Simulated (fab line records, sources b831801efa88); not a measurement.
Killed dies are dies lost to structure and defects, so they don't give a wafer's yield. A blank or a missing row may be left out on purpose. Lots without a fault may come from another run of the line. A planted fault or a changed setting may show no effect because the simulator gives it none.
A struck lot beside a sound one | flow sky130 | 15 steps out of a route of 708
Sound: wafers L718.1, L718.3, L718.4. Struck: wafer L714.1. (L714.2, L714.5 of the same lot were not struck and are left out.) The cause comes at the end.
At each step with rows: each side's tool, then ch and its chambers, then its first start. Under that, the readings that differ: sound wafers | struck wafers | difference of the means | sigmas: that difference in standard deviations of wafers without a fault.
alike: readings whose means differ by less than 2 such deviations, and words and numbers that are the same on both sides. not compared: withheld readings, readings that some wafer has no value for, bounds like >300 that may hide the same value, and numbers for which the record gives no deviation and whose values overlap.
The two part at a step that has a row with sigmas, a row that says differs or no value, or rows on one side only. Numbers that don't overlap but have no deviation are shown without sigmas and don't part them. A reading that every wafer of one side lacks parts them only if that side has two wafers or more.

SKY_VIA1_STRIP_16: strips in O2/N2.
  sound on plasma_asher-02 ch 0,1, day 40 06:15; struck on plasma_asher-03 ch 1, day 38 07:58
  reading                      | sound             | struck | difference | sigmas
  strip_time_to_endpoint_s (s) | 4.486 4.475 4.441 | 4.397  | -0.070     | -3
  alike: chamber_pressure_mTorr, drypump_motor_current_A, o2_flow_sccm, oes_product_au
  not compared: rf_hours_counter_h
then, 3 steps without rows for these wafers: SKY_VIA1_STRIP_17 (strips in post etch residue remover, time 1200 s); SKY_VIA1_CLEAN_18 (cleans in IPA, time 180 s); SKY_VIA1_CLEAN_19 (cleans in O3/DIW).
SKY_VIA1_SPUTTER_20: material TiN, target thk 20 nm, time 80 s.
  sound on pvd_sputter-01, day 40 06:53; struck on pvd_sputter-03, day 38 08:34
  reading                | sound          | struck | difference | sigmas
  throttle_valve_pct (%) | 30.3 30.5 30.2 | 28.2   | -2.1       | -2
then, 1 step without rows for these wafers: SKY_VIA1_CVD_21 (deposits W, target thk 270 nm, time 80.902 s).
SKY_VIA1_RS_MEAS_22: measures by four-point-probe.
  sound on film_metro-04, day 40 07:03; struck on film_metro-03, day 38 08:43
  alike: VIA1_W_RS
SKY_VIA1_THK_MEAS_23: measures by xrf.
  sound on film_metro-04, day 40 07:10; struck on film_metro-03, day 38 08:50
  alike: VIA1_W_THK
then, 1 step without rows for these wafers: SKY_VIA1_CMP_24 (polishes, stops on SiO2, t overpolish 15 s, target thk 0 nm).
SKY_METAL2_SPUTTER_00: material Ti, target thk 15 nm, time 10 s.
  sound on pvd_sputter-03, day 40 07:32; struck on pvd_sputter-02, day 38 09:11
  alike: throttle_valve_pct
then, 1 step without rows for these wafers: SKY_METAL2_SPUTTER_01 (material TiN, target thk 20 nm, time 16.7 s).
SKY_METAL2_SPUTTER_02: material AlCu, target thk 250 nm, time 13.3 s.
  sound on pvd_sputter-03, day 40 07:35; struck on pvd_sputter-02, day 38 09:14
  alike: throttle_valve_pct
SKY_METAL2_SPUTTER_03: material Ti, target thk 5 nm, time 3.3 s.
  sound on pvd_sputter-03, day 40 07:36; struck on pvd_sputter-02, day 38 09:16
  reading                                   | sound             | struck | difference | sigmas
  model.Ti_of_METAL2_SPUTTER_03.thk_nm (nm) | 4.956 5.108 5.018 | 7.463  | +2.436     |
  alike: throttle_valve_pct
SKY_METAL2_SPUTTER_04: material TiN, target thk 70 nm, time 58.3 s.
  sound on pvd_sputter-03, day 40 07:37; struck on pvd_sputter-02, day 38 09:17
  alike: throttle_valve_pct
-- the record jumps here: 11 days lie between the struck wafers' starts before and after (it left off in module METAL2 and takes up again in module PAD_OPEN, whose first step shown is number 708 of the route) --
SKY_PAD_OPEN_PROBE_99:
  sound on prober-02, day 50 10:52; struck on prober-01, day 49 04:25
  reading                    | sound                | struck | difference | sigmas
  killed_at_front_end        | 23 20 23             | 11     | -11        | -2
  sort_bin_6_memory (%)      | 6.7 8.3 7.7          | 3.7    | -3.9       | -3
  model.etest.met2.rs_ohm_sq | 0.1307 0.1308 0.1282 | 0.1318 | +0.0019    |
  alike: defect_limited_yield, killed_at_M0_to_M3, killed_at_M4_up, killed_at_contacts, killed_at_other, killed_dies, killed_open, killed_short, sort_bin_3_pad_short, sort_bin_5_function, sort_n_pass, sort_yield_pct

WHERE THEY PART
First at SKY_VIA1_STRIP_16; last, within this record, at SKY_PAD_OPEN_PROBE_99.

WHY: what the simulator had put in
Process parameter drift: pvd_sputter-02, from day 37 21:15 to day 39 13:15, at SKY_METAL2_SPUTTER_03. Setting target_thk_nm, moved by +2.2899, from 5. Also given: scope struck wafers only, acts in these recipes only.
